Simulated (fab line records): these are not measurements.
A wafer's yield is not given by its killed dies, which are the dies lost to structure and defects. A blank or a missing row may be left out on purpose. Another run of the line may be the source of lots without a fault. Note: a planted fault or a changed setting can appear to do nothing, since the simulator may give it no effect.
A lot that was struck, set against a sound lot | flow sky130 | 43 out of 708 route steps
Sound: these wafers, L825.1, L825.2, L825.6. Wafers struck: L821.2, L821.3, L821.6. The cause comes at the end.
Each step with rows lists, per side, the tool, then ch with its chambers, then its first start. Under that, the readings that differ: sound wafers | struck wafers | difference of the means | sigmas: that difference in standard deviations of wafers without a fault.
alike: readings whose means differ by less than 2 such deviations, and words and numbers that are the same on both sides. not compared: withheld readings, readings that some wafer has no value for, bounds like >300 that may hide the same value, and numbers for which the record gives no deviation and whose values overlap.
The two part at a step that has a row with sigmas, a row that says differs or no value, or rows on one side only. Numbers that don't overlap but have no deviation are shown without sigmas and don't part them. Lack of a reading on every wafer of one side parts them only where that side has two or more wafers.

first, 3 steps without rows for these wafers: SKY_FIELD_ISO_CLEAN_20 (cleans in dHF, time 20 s); SKY_FIELD_ISO_WET_ETCH_21 (etches SiO2 in dHF, target depth 20 nm, time 400 s); SKY_FIELD_ISO_OXIDATION_22 (stabilise 600 s, purge 300 s, target thk 10 nm).
SKY_FIELD_ISO_THK_MEAS_23:
  sound on film-metro-01 at day 5 07:16; struck on film-metro-02 at day 4 13:03
  alike: FIELD_ISO_OXIDATION_01_THK
then, 1 step without rows for these wafers: SKY_FIELD_ISO_CVD_24 (deposits SiO2, target thk 595 nm, time 99.2 s).
SKY_FIELD_ISO_THK_MEAS_25:
  sound on film-metro-04 at day 5 07:24; struck on film-metro-02 at day 4 13:11
  alike: FIELD_ISO_CVD_24_THK
then, 1 step without rows for these wafers: SKY_FIELD_ISO_ANNEAL_26 (time 1800 s).
SKY_FIELD_ISO_CMP_27: polishes, stops on Si3N4, t overpolish 16 s, target thk 457.8 nm.
  sound on cmp-02 ch 0,1, day 5 08:58; struck on cmp-01 ch 0,1,3, day 4 16:00
  reading             | sound        | struck         | difference | sigmas
  motor-current-A (A) | 8.9 11.6 9.8 | 12.5 14.0 13.7 | +3.3       | +3
  alike: overpolish-run-s, retaining-ring-pressure-frac, time-to-endpoint-s
then, 4 steps without rows for these wafers: SKY_FIELD_ISO_WET_ETCH_28 (etches SiO2 in dHF, target depth 23.7 nm, time 47 s); SKY_FIELD_ISO_WET_ETCH_29 (etches Si3N4 in H3PO4, target depth 160 nm, time 1825 s); SKY_FIELD_ISO_WET_ETCH_30 (etches SiO2 in dHF, target depth 25 nm, time 50 s); SKY_NWELL_CLEAN_00 (cleans in SC1/SC2, time 150 s).
SKY_NWELL_OXIDATION_01: stabilise 600 s, purge 300 s, target thk 10 nm.
  sound on furnace-01 ch 0, day 5 10:13; struck on furnace-02 ch 0, day 4 17:07
  alike: zone-power-centre-pct
SKY_NWELL_THK_MEAS_02:
  sound on film-metro-01 at day 5 11:37; struck on film-metro-04 at day 4 18:31
  alike: NWELL_OXIDATION_THK
then, 8 steps without rows for these wafers: SKY_DNWELL_DEHYDRATE_00 (time 60 s); SKY_DNWELL_HMDS_01 (prime time 60 s); SKY_DNWELL_COAT_02 (resist thk 3000 nm); SKY_DNWELL_SOFTBAKE_03; SKY_DNWELL_EXPOSE_04 (exposes mask DNM, target cd 3000 nm); SKY_DNWELL_PEB_05; SKY_DNWELL_DEVELOP_06 (develop time 62.21 s); SKY_DNWELL_IMPLANT_07.
SKY_DNWELL_STRIP_08: strips in O2/N2.
  sound on plasma-asher-02 ch 0,1, day 6 06:03; struck on plasma-asher-02 ch 0,1, day 5 11:57
  alike: drypump-motor-current-A, oes-product-au, strip-time-to-endpoint-s
  not compared: rf-hours-counter-h
SKY_DNWELL_TW_MEAS_09:
  sound on film-metro-03 at day 6 06:09; struck on film-metro-04 at day 5 12:04
  reading   | sound          | struck         | difference | sigmas
  DNWELL_TW | 1103 1102 1103 | 1123 1122 1124 | +20        | +2
then, 7 steps without rows for these wafers: SKY_PWDE_DEHYDRATE_00 (time 60 s); SKY_PWDE_HMDS_01 (prime time 60 s); SKY_PWDE_COAT_02 (resist thk 3000 nm); SKY_PWDE_SOFTBAKE_03; SKY_PWDE_EXPOSE_04 (exposes mask PWDEM, target cd 840 nm); SKY_PWDE_PEB_05; SKY_PWDE_DEVELOP_06 (develop time 60 s).
SKY_PWDE_OVL_MEAS_07:
  sound on overlay-02 at day 7 00:46; struck on overlay-02 at day 6 06:33
  alike: PWDE_OVL
then, 1 step without rows for these wafers: SKY_PWDE_IMPLANT_08.
SKY_PWDE_STRIP_09: strips in O2/N2.
  sound on plasma-asher-02 ch 0,1, day 7 00:57; struck on plasma-asher-01 ch 0,1, day 6 06:44
  reading                     | sound       | struck      | difference | sigmas
  drypump-motor-current-A (A) | 6.1 5.7 6.1 | 5.1 5.1 5.1 | -0.9       | -2
  alike: oes-product-au, strip-time-to-endpoint-s
  not compared: rf-hours-counter-h
SKY_PWDE_TW_MEAS_10:
  sound on film-metro-01 at day 7 01:04; struck on film-metro-01 at day 6 06:50
  alike: PWDE_TW
then, 7 steps without rows for these wafers: SKY_NWELL_DEHYDRATE_03 (time 60 s); SKY_NWELL_HMDS_04 (prime time 60 s); SKY_NWELL_COAT_05 (resist thk 3000 nm); SKY_NWELL_SOFTBAKE_06; SKY_NWELL_EXPOSE_07 (exposes mask NWM, target cd 840 nm); SKY_NWELL_PEB_08; SKY_NWELL_DEVELOP_09 (develop time 61.01 s).
-- the record jumps here: 42 days lie between the struck wafers' starts before and after (it left off in module NWELL and takes up again in module PAD_OPEN, whose first step shown is number 708 of the route) --
SKY_PAD_OPEN_PROBE_99:
  sound on prober-01 at day 49 20:03; struck on prober-01 at day 48 07:11
  reading                                           | sound                | struck               | difference | sigmas
  model.etest.cap-ono.gate-bv-v (V)                 | 15.81 15.79 15.71    | 14.98 15.18 15.66    | -0.50      |
  model.etest.diode-nwell-sub.leak-log10-a-cm2      | -7.361 -7.428 -7.518 | -6.531 -6.82 -6.513  | +0.814     |
  model.etest.diode-dnwell-sub.leak-log10-a-cm2     | -7.437 -7.447 -7.243 | -6.938 -6.746 -6.436 | +0.669     |
  model.etest.diode-pwell-dnwell.leak-log10-a-cm2   | -7.731 -7.696 -7.535 | -6.954 -6.899 -7.184 | +0.642     |
  model.etest.cap-thick-oxide.gate-bv-v (V)         | 16.41 16 16.22       | 15.22 15.49 15.29    | -0.88      |
  model.etest.diode-ndiff-pwell-hv.leak-log10-a-cm2 | -6.879 -6.672 -6.658 | -6.581 -6.545 -6.224 | +0.286     |
  model.etest.diode-pdiff-nwell-hv.leak-log10-a-cm2 | -6.253 -6.413 -6.116 | -6.433 -6.563 -6.431 | -0.215     |
  model.etest.nfet_16v.off-log10-a-um               | -13.86 -13.89 -13.85 | -13.54 -13.69 -13.72 | +0.22      |
  alike: killed_at_M0_to_M3, killed_at_M4_up, killed-at-contacts, killed-at-front-end, killed-at-other, killed-dies, killed-open, killed-short

WHERE THEY PART
First at SKY_FIELD_ISO_CMP_27; last, within this record, at SKY_PWDE_STRIP_09. Later steps at which nothing parts them and some readings are alike: SKY_PWDE_TW_MEAS_10, SKY_PAD_OPEN_PROBE_99.

WHY: the cause the simulator had injected
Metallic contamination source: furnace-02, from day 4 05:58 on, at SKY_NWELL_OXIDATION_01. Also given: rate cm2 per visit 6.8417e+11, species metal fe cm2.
